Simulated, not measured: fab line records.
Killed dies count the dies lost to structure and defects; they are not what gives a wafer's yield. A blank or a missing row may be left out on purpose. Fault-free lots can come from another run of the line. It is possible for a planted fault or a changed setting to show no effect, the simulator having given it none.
8D (eight disciplines) problem report, filled in by code :: flow sky130 :: the parts of the form that need people (team, actions taken, sign-off) are left out

== 1. PROBLEM STATEMENT ==
METAL2_ALCU_RS at SKY_METAL2_RS_MEAS_05 reads a mean of 0.1120 ohm/sq on 1 wafer of 1 lot; wafers without a fault read 0.1268 ohm/sq with a standard deviation of 0.0021. That is -7.0 standard deviations from the usual mean.
The step: measures by four-point-probe.
First observed at day 37 06:26: wafer L425.1, on film metro-04. Wafers with a number at this step in the record: 33, from 11 lots. By rule, "out" or "out of limits" means more than 4 standard deviations away from the usual mean. The other wafers with a number count as sound.

== 2. WHAT IT IS, WHAT IT ISN'T ==
question: which readings at this step
is: METAL2_ALCU_RS
is not: -

question: which lots
is: L425
is not: L416, L418, L423, L429, L432, L433, L434, L435, L437, L438

question: which wafers of those lots
is: L425.1
is not: L425.2, L425.3

question: read on which gauges
is: film metro-04
is not: film metro-01, film metro-02

question: when
is: from day 37 06:26
is not: up to then (11 sound wafers); but 21 sound wafers of L429, L432, L433, L434, L435, L437, L438 came after

== 3. SUSPECTS, AND WHAT RULES EACH OUT ==
Counting: a tool at a process step up to the reading stays a suspect if it ran every lot that is out. Sound lots after the first of them don't rule it out here, since some wafers of a struck lot are sound.
- the gauge at SKY_METAL2_RS_MEAS_05: kept. All the wafers that are out were read on film metro-04, and no step on other tools shows them out.
- pvd sputter-02 at SKY_METAL2_SPUTTER_02 (material AlCu, target thk 250 nm, time 13.3 s): kept. It processed L425, the lot that is out, at day 37 06:21, and its most recent sound lot before then was L423 at day 36 14:16.
What counting leaves: pvd sputter-02 at SKY_METAL2_SPUTTER_02 and film metro-04 at SKY_METAL2_RS_MEAS_05.

== 4. THE CAUSE (what the simulator had put in) ==
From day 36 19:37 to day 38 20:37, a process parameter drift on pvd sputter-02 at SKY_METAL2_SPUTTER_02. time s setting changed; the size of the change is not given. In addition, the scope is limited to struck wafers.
Counting leaves 2 suspects; this tool is one of them.

== 5. THE EFFECT CHAIN, in route order ==
Rows list readings where the struck wafers' mean (over those with a number) sits beyond 3 standard deviations from the usual. Readings are gone through only where the record gives a usual standard deviation; hours: the median, over the lots, of the time from a lot's start at the first step in this table giving one to that lot's start at this step; sigmas: the change measured in usual standard deviations.
hours: 0
step: SKY_METAL2_RS_MEAS_05
reading: METAL2_ALCU_RS
usual: 0.1268 ohm/sq
on struck wafers: 0.1120
change: -0.0148
sigmas: -7.0

hours: 0
step: SKY_METAL2_THK_MEAS_06
reading: METAL2_ALCU_THK
usual: 251 nm
on struck wafers: 281
change: +30
sigmas: +6.8
Later measuring or inspecting steps at which every struck wafer that the step has a row for has a number for every such reading, and none has moved that far: SKY_METAL2_CD_MEAS_15.

== 6. WHAT WOULD HAVE CAUGHT IT SOONER ==
In this record the first reading out of limits at a measuring or inspecting step was taken at day 37 06:26, 11 hours after the fault began at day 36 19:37.
Of the tool readings at SKY_METAL2_SPUTTER_02 for which the record gives a usual standard deviation, none was out on any struck wafer, so an alarm limit of 4 standard deviations on them would not have fired.
Lots out: 1; all had begun SKY_METAL2_SPUTTER_02 on pvd sputter-02 by day 37 06:26. None of them would have been spared by holding the tool at that moment.
